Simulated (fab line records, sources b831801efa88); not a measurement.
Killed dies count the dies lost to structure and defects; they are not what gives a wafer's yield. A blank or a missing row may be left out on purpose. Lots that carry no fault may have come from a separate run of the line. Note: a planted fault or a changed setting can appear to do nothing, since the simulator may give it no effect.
Which tool was responsible? | flow gf180mcu | 13 lots with 39 wafers sampled at 4 steps, on a route of 602 steps

== WHAT THE GAUGES SHOWED, per wafer ==
GF_V5_OVL_MEAS_15. Usual: V5_OVL gives 4 nm (standard deviation 5.8).
lot  | measured     | on         | V5_OVL (nm) | flag
L346 | day 27 09:37 | overlay-02 | 13 2 16     | 
L347 | day 27 15:44 | overlay-02 | 11 2 6      | 
L348 | day 28 02:40 | overlay-02 | 2 6 -4      | 
L349 | day 28 08:28 | overlay-01 | 2 -2 -3     | 
L353 | day 29 19:46 | overlay-01 | -5 1 2      | 
L355 | day 30 10:08 | overlay-02 | 6 1 2       | 
L358 | day 31 01:24 | overlay-01 | 5 4 0       | 
L359 | day 31 09:51 | overlay-01 | 6 5 9       | 
L361 | day 32 02:41 | overlay-01 | -3 0 7      | 
L362 | day 32 06:41 | overlay-01 | 6 -3 9      | 
L367 | day 33 09:09 | overlay-01 | -4 0 -7     | 
L368 | day 33 14:38 | overlay-02 | 4 3 -4      | 
L369 | day 33 20:23 | overlay-01 | -1 3 9      | 

== WHICH TOOL RAN EACH LOT (tool, then ch and the chambers of the sampled wafers, then the start) ==
lot  | GF_CONTACT_CVD_02               | GF_MIM_STRIP_20                     | GF_M5_STRIP_11
L346 | pecvd-04 ch 0,1,2, day 15 07:01 | plasmaAsher-02 ch 0,1, day 25 13:50 | plasmaAsher-04 ch 0,1, day 26 11:47
L347 | pecvd-03 ch 0,1,2, day 15 13:11 | plasmaAsher-04 ch 0,1, day 25 20:17 | plasmaAsher-01 ch 0,1, day 26 18:32
L348 | pecvd-04 ch 0,1,2, day 16 00:21 | plasmaAsher-03 ch 0,1, day 26 07:46 | plasmaAsher-01 ch 0, day 27 05:17
L349 | pecvd-04 ch 0,1,2, day 16 07:18 | plasmaAsher-02 ch 1, day 26 14:38   | plasmaAsher-04 ch 0,1, day 27 11:41
L353 | pecvd-04 ch 0,1,2, day 17 21:49 | plasmaAsher-03 ch 0,1, day 28 03:17 | plasmaAsher-01 ch 0,1, day 28 23:51
L355 | pecvd-01 ch 1,2, day 18 20:33   | plasmaAsher-03 ch 0,1, day 28 18:29 | plasmaAsher-04 ch 0,1, day 29 14:27
L358 | pecvd-03 ch 1,2, day 19 18:28   | plasmaAsher-04 ch 0,1, day 29 10:57 | plasmaAsher-04 ch 0,1, day 30 06:03
L359 | pecvd-04 ch 0,1,2, day 20 04:10 | plasmaAsher-04 ch 0,1, day 29 19:05 | plasmaAsher-01 ch 0,1, day 30 13:58
L361 | pecvd-03 ch 0,1,2, day 20 22:41 | plasmaAsher-03 ch 0,1, day 30 11:10 | plasmaAsher-04 ch 0,1, day 31 04:59
L362 | pecvd-01 ch 0,1,2, day 21 08:48 | plasmaAsher-04 ch 0,1, day 30 17:13 | plasmaAsher-01 ch 0,1, day 31 11:53
L367 | pecvd-04 ch 0,1,2, day 22 23:44 | plasmaAsher-04 ch 0,1, day 31 22:16 | plasmaAsher-01 ch 1, day 32 15:50
L368 | pecvd-04 ch 0,1,2, day 23 03:16 | plasmaAsher-04 ch 0,1, day 32 04:53 | plasmaAsher-01 ch 0,1, day 32 21:40
L369 | pecvd-01 ch 0,1,2, day 23 11:56 | plasmaAsher-04 ch 0,1, day 32 09:50 | plasmaAsher-01 ch 0,1, day 33 03:11
- GF_CONTACT_CVD_02: deposits SiO2 from TEOS, target thk 860 nm, time 95.992 s.
- GF_MIM_STRIP_20: strips in O2/N2.
- GF_M5_STRIP_11: strips in O2/N2.

== WHAT THE TOOLS THEMSELVES READ (means of the sampled wafers that have a number; where no wafer has one, the mark that the record gives instead) ==
GF_CONTACT_CVD_02. Usual: heaterPowerW 624 W, standard deviation 68; rfFwdPowerW 595.9 W, standard deviation 2.2.
lot  | tool     | heaterPowerW (W) | rfFwdPowerW (W) | flag
L346 | pecvd-04 | 673              | 596.7           | 
L347 | pecvd-03 | 688              | 597.6           | 
L348 | pecvd-04 | 671              | 596.9           | 
L349 | pecvd-04 | 626              | 595.9           | 
L353 | pecvd-04 | 676              | 595.8           | 
L355 | pecvd-01 | 622              | 595.3           | 
L358 | pecvd-03 | 613              | 599.4           | 
L359 | pecvd-04 | 654              | 596.1           | 
L361 | pecvd-03 | 620              | 597.3           | 
L362 | pecvd-01 | 606              | 595.3           | 
L367 | pecvd-04 | 627              | 596.5           | 
L368 | pecvd-04 | 673              | 596.4           | 
L369 | pecvd-01 | 574              | 595.2           | 

GF_MIM_STRIP_20. Usual: drypumpMotorCurrentA 5.8 A, standard deviation 0.31; heaterPowerW 319 W, standard deviation 28; oesProductAu 0.692 a.u., standard deviation 0.0044; stripTimeToEndpointS 11.24 s, standard deviation 0.038.
lot  | tool           | drypumpMotorCurrentA (A) | heaterPowerW (W) | oesProductAu (a.u.) | stripTimeToEndpointS (s) | flag
L346 | plasmaAsher-02 | 6.1                      | 332              | 0.692               | 11.16                    | 
L347 | plasmaAsher-04 | 5.6                      | 297              | 0.693               | 11.30                    | 
L348 | plasmaAsher-03 | 6.0                      | 343              | 0.692               | 11.23                    | 
L349 | plasmaAsher-02 | 6.1                      | 321              | 0.693               | 11.20                    | 
L353 | plasmaAsher-03 | 6.0                      | 343              | 0.696               | 11.28                    | 
L355 | plasmaAsher-03 | 6.0                      | 336              | 0.693               | 11.25                    | 
L358 | plasmaAsher-04 | 5.6                      | 294              | 0.689               | 11.22                    | 
L359 | plasmaAsher-04 | 5.6                      | 298              | 0.692               | 11.23                    | 
L361 | plasmaAsher-03 | 6.0                      | 343              | 0.694               | 11.27                    | 
L362 | plasmaAsher-04 | 5.5                      | 315              | 0.688               | 11.19                    | 
L367 | plasmaAsher-04 | 5.5                      | 315              | 0.689               | 11.28                    | 
L368 | plasmaAsher-04 | 5.5                      | 310              | 0.694               | 11.25                    | 
L369 | plasmaAsher-04 | 5.5                      | 312              | 0.691               | 11.21                    | 

GF_M5_STRIP_11. Usual: drypumpMotorCurrentA 6.3 A, standard deviation 0.53; heaterPowerW 304 W, standard deviation 15; oesProductAu 0.544 a.u., standard deviation 0.0047; stripTimeToEndpointS 7.53 s, standard deviation 0.039.
lot  | tool           | drypumpMotorCurrentA (A) | heaterPowerW (W) | oesProductAu (a.u.) | stripTimeToEndpointS (s) | flag
L346 | plasmaAsher-04 | 5.6                      | 295              | 0.545               | 7.57                     | 
L347 | plasmaAsher-01 | 6.6                      | 302              | 0.540               | 7.51                     | 
L348 | plasmaAsher-01 | 6.7                      | 309              | 0.541               | 7.51                     | 
L349 | plasmaAsher-04 | 5.5                      | 305              | 0.546               | 7.51                     | 
L353 | plasmaAsher-01 | 6.6                      | 301              | 0.545               | 7.57                     | 
L355 | plasmaAsher-04 | 5.5                      | 314              | 0.540               | 7.47                     | 
L358 | plasmaAsher-04 | 5.6                      | 295              | 0.538               | 7.51                     | 
L359 | plasmaAsher-01 | 6.7                      | 302              | 0.540               | 7.54                     | 
L361 | plasmaAsher-04 | 5.6                      | 295              | 0.547               | 7.48                     | 
L362 | plasmaAsher-01 | 6.7                      | 307              | 0.544               | 7.53                     | 
L367 | plasmaAsher-01 | 6.5                      | 304              | 0.546               | 7.56                     | 
L368 | plasmaAsher-01 | 6.7                      | 306              | 0.542               | 7.49                     | 
L369 | plasmaAsher-01 | 6.6                      | 304              | 0.542               | 7.56                     | 

== THE ANSWER, worked out from the rows above alone ==
Rule: a lot is off if the mean of its wafers that have a number lies more than 3 standard deviations from the usual mean. Also off: a lot with no number at a reading for which 4 or more lots have one. The other lots that the step has rows for count as sound. After the gauges, taken in route order, come the tools' own readings; for these a lot's mean is taken, as printed above. At the first step where some lot is off, the reading lying furthest off is the one used; lots without a number count as furthest.
Nothing can be told from this: no lot is off at any reading shown.

== WHAT HAD BEEN PUT IN BY THE SIMULATOR ==
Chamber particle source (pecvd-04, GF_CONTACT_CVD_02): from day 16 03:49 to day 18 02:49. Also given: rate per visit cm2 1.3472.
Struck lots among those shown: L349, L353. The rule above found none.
